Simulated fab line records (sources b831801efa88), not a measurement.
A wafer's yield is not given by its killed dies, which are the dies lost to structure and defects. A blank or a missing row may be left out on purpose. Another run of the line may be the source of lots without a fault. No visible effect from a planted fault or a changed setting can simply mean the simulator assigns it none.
A lot that was struck, set against a sound lot || flow gf180mcu || 16 out of 602 route steps
Sound: wafers L801.1, L801.2, L801.5. Struck: wafers L812.2, L812.4 (left out: L812.3, a lot-mate that was not struck); the cause follows at the end.
Each step with rows lists, per side, the tool, then ch with its chambers, then its first start. Under that, the readings that differ: sound wafers || struck wafers || difference of the means || sigmas: that difference in standard deviations of wafers without a fault.
alike: readings with means less than 2 such deviations apart, plus words and numbers identical on both sides. not compared: withheld readings, readings lacking a value on some wafer, bounds such as >300 that could conceal the same value, and numbers that have no deviation in the record and whose values overlap.
The two part at a step that has a row with sigmas, a row that says differs or no value, or rows on one side only. Numbers that don't overlap but have no deviation are shown without sigmas and don't part them. A reading that every wafer of one side lacks parts them only if that side has two wafers or more.

first, 9 steps without rows for these wafers: GF_MIM_STRIP_21 (strips in post etch residue remover, time 1200 s); GF_MIM_CLEAN_22 (cleans in DIW); GF_M5_DEHYDRATE_00 (time 60 s); GF_M5_HMDS_01 (prime time 60 s); GF_M5_COAT_02 (resist thk 1000 nm); GF_M5_SOFTBAKE_03 (time 60 s); GF_M5_EXPOSE_04 (exposes mask Metal5, target cd 280 nm); GF_M5_PEB_05 (peb time 90 s); GF_M5_DEVELOP_06 (develop time 60 s).
GF_M5_CD_MEAS_07: target cd 280 nm.
  sound on cd-sem-01 at day 27 23:55; struck on cd-sem-02 at day 31 04:53
  alike: cd-nm
GF_M5_OVL_MEAS_08:
  sound on overlay-02 at day 28 00:02; struck on overlay-01 at day 31 04:59
  alike: M5_OVL
GF_M5_ETCH_09: etches Si3N4 in CF4/O2, target depth 52 nm, time 11.6 s.
  sound on rie-diel-04 ch 0,2, day 28 00:05; struck on rie-diel-02 ch 1,3, day 31 05:01
  alike: O2_flow_sccm, drypump-motor-current-A, oes-product-au, rf-fwd-power-W, throttle-valve-pct
  not compared: rf-hours-counter-h
GF_M5_METAL_ETCH_10: etches the open film in Cl2/BCl3, stops on SiO2, target depth 750.8 nm, time 125.1 s.
  sound on rie-metal-01 ch 0, day 28 00:06; struck on rie-metal-01 ch 0, day 31 05:02
{"reading": "oes-product-au (a.u.)", "sound": "0.983 0.991 0.989", "struck": "0.921 0.902", "difference": -0.076, "sigmas": -12}
{"reading": "rf-fwd-power-W (W)", "sound": "796.8 795.9 795.2", "struck": "666.3 664.1", "difference": -130.8, "sigmas": -50}
{"reading": "throttle-valve-pct (%)", "sound": "28.250 28.243 28.236", "struck": "28.307 28.318", "difference": "+0.070", "sigmas": "+6"}
{"reading": "model.KrF_of_M5_COAT_02.thk-nm (nm)", "sound": "649.9 653 649.5", "struck": "691.8 691", "difference": "+40.6", "sigmas": ""}
  alike: drypump-motor-current-A
  not compared: rf-hours-counter-h
GF_M5_STRIP_11: strips in O2/N2.
  sound on plasma-asher-02 ch 0,1, day 28 00:22; struck on plasma-asher-01 ch 0,1, day 31 05:10
{"reading": "strip-time-to-endpoint-s (s)", "sound": "7.03 7.05 7.04", "struck": "7.45 7.44", "difference": "+0.41", "sigmas": "+7"}
  alike: drypump-motor-current-A, heater-power-w, oes-product-au
  not compared: rf-hours-counter-h
then, 2 steps without rows for these wafers: GF_M5_STRIP_12 (strips in post etch residue remover, time 1200 s); GF_PASSIVATION_PROBE_99.

== WHERE THEY PART ==
Last at GF_M5_STRIP_11 as far as this record goes, first at GF_M5_METAL_ETCH_10.

WHY: what had been put in by the simulator
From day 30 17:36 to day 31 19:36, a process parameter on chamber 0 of rie-metal-01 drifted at GF_M5_METAL_ETCH_10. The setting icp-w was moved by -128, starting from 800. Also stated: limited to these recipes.
